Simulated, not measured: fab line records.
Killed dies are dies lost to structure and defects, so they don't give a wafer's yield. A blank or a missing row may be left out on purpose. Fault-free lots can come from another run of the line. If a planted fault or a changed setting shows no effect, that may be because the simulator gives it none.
8D (eight disciplines) problem report, filled in by code :: flow sky130 :: the parts of the form that need people (team, actions taken, sign-off) are left out

== 1. WHAT WENT WRONG ==
rf fwd power W at SKY_SONOS_ONO_ETCH_15 reads a mean of 492 W on 6 wafers of 2 lots; wafers without a fault read 589 W with a standard deviation of 3.5. That puts it -28 standard deviations away from the usual mean.
The step: etches the open film in CHF3/O2, target depth 19.52 nm, time 7.8 s.
Earliest sighting: wafer L275.1 on rie diel-04 at day 17 13:10. At this step, 36 wafers from 12 lots have a number in the record. The rule behind "out" and "out of limits": a value lying over 4 standard deviations away from the usual mean. The rest of the wafers with a number are treated as sound.

== 2. WHAT IT IS, WHAT IT ISN'T ==
question: which readings at this step
is: rf fwd power W
is not: drypump motor current A

question: which lots
is: L275, L277
is not: L260, L261, L262, L265, L268, L270, L273, L276, L278, L282

question: which wafers of those lots
is: all that have a number
is not: -

question: read on which tools
is: rie diel-04
is not: rie diel-02, rie diel-03

question: when
is: from day 17 13:10
is not: up to then (21 sound wafers); but 9 sound wafers of L276, L278, L282 came after

== 3. SUSPECTS, AND WHAT RULES EACH OUT ==
Counting: a tool at a process step up to the reading stays a suspect if it ran every lot that is out and no sound lot after the first of them.
- rie diel-02 at SKY_FIELD_ISO_ETCH_14 (etches BARC in N2/H2, stops on SiO2, time 48.11 s, target depth 60 nm): ruled out as a lasting fault. Sound lots L278, L282 ran on it after its first lot that is out, L275 (day 5 10:23).
- rie diel-04 at SKY_SONOS_ONO_ETCH_15 (etches the open film in CHF3/O2, target depth 19.52 nm, time 7.8 s): kept. It ran every lot that is out, first L275 (day 17 13:10), and no sound lot after that; its last sound lot up to then is L273 (day 17 01:49). Out on those wafers are its own readings of rf fwd power W.
After counting, what remains is rie diel-04 at SKY_SONOS_ONO_ETCH_15.

== 4. THE CAUSE (what the simulator had put in) ==
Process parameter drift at SKY_SONOS_ONO_ETCH_15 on rie diel-04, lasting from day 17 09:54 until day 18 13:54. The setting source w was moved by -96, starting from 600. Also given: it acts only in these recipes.
After counting, this tool was the only one left.

== 5. THE CHAIN OF EFFECTS, in route order ==
Rows list readings where the struck wafers' mean (over those with a number) sits beyond 3 standard deviations from the usual. Only readings for which the record gives a usual standard deviation are gone through. hours: the time from each lot's start at the first step in this table that gives one to its start at this step, as a median over the lots. sigmas: the change in usual standard deviations.
hours: 0
step: SKY_SONOS_ONO_ETCH_15
reading: oes product au
usual: 0.996 a.u.
on struck wafers: 0.958
change: -0.038
sigmas: -3.9

hours: 0
step: SKY_SONOS_ONO_ETCH_15
reading: rf fwd power W
usual: 589 W
on struck wafers: 492
change: -98
sigmas: -28
It contains these process steps:
- SKY_SONOS_ONO_ETCH_15: etches the open film in CHF3/O2, target depth 19.52 nm, time 7.8 s.

== 6. HOW IT WOULD HAVE BEEN CAUGHT EARLIER ==
The fault began at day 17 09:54; the first out-of-limits reading in this record came at day 17 13:10, 3 hours later.
